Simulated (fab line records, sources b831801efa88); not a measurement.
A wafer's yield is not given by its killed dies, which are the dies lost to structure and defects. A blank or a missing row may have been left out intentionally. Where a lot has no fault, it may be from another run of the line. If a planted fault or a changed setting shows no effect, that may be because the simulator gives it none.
Problem report in the 8D (eight disciplines) form, filled by code :: flow gf180mcu :: the parts of the form that need people (team, actions taken, sign-off) are left out

## 1. THE ISSUE
Wafers with no fault read 15.000 s with a standard deviation of 0.0085, whereas overpolish-run-s at GF_V4_CMP_26 reads a mean of 0.048 s on 1 wafer of 1 lot. So: -99 or more standard deviations from the usual mean.
The step: polishes, stops on SiO2, t overpolish 15 s, target thk 0 nm.
Seen first at day 28 15:34 on cmp-02, wafer L727.1. The record has a number at this step for 33 wafers belonging to 11 lots. By rule, "out" or "out of limits" means more than 4 standard deviations away from the usual mean. Any other wafer with a number is counted as sound.

## 2. WHAT IT IS; WHAT IT IS NOT
question: which readings at this step
is: overpolish-run-s, time-to-endpoint-s
is not: motor-current-A

question: which lots
is: L727
is not: L715, L716, L717, L719, L728, L729, L730, L732, L735, L738

question: which wafers of those lots
is: L727.1
is not: L727.4, L727.5

question: read on which tools
is: cmp-02
is not: cmp-01

question: when
is: from day 28 15:34
is not: up to then (14 sound wafers); but 18 sound wafers of L728, L729, L730, L732, L735, L738 came after

## 3. WHAT RULES OUT EACH SUSPECT
Counting: if a tool at a process step up to the reading ran every lot that is out, it stays a suspect. Sound lots after the first of them don't rule it out here, since some wafers of a struck lot are sound.
- pvd-sputter-02 at GF_V4_SPUTTER_21 (material Ti, target thk 15 nm, time 80.02 s): kept. L727, the lot that is out, went through it at day 28 15:10; up to then, the latest sound lot through it was L716 at day 24 09:54.
- cmp-02 at GF_V4_CMP_26 (polishes, stops on SiO2, t overpolish 15 s, target thk 0 nm): kept. L727, the lot that is out, went through it at day 28 15:34; up to then, the latest sound lot through it was L717 at day 24 20:20. Out on those wafers are its own readings of overpolish-run-s, time-to-endpoint-s.
What counting leaves: pvd-sputter-02 at GF_V4_SPUTTER_21 and cmp-02 at GF_V4_CMP_26.

## 4. THE CAUSE (what the simulator had put in)
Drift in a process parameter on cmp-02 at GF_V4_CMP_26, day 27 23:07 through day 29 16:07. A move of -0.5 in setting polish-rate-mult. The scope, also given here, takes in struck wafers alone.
Counting left 2 suspects, and this tool is among them.

## 5. THE CHAIN OF EFFECTS, in route order
Rows list readings where the struck wafers' mean (over those with a number) sits beyond 3 standard deviations from the usual. Only readings whose record carries a usual standard deviation are examined. hours: median over the lots of the time between each lot's start at the first step of this table that gives one and its start at this step. sigmas: the change, counted in usual standard deviations.
hours: 0
step: GF_V4_CMP_26
reading: overpolish-run-s
usual: 15.000 s
on struck wafers: 0.048
change: -14.952
sigmas: -99 or more

hours: 0
step: GF_V4_CMP_26
reading: time-to-endpoint-s
usual: 86.0 s
on struck wafers: 131.4
change: +45.4
sigmas: +15
Process steps it contains:
- GF_V4_CMP_26: polishes, stops on SiO2, t overpolish 15 s, target thk 0 nm.

## 6. HOW IT WOULD HAVE BEEN CAUGHT EARLIER
In this record no reading fell out of limits until day 28 15:34, 16 hours after the fault had begun at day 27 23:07.
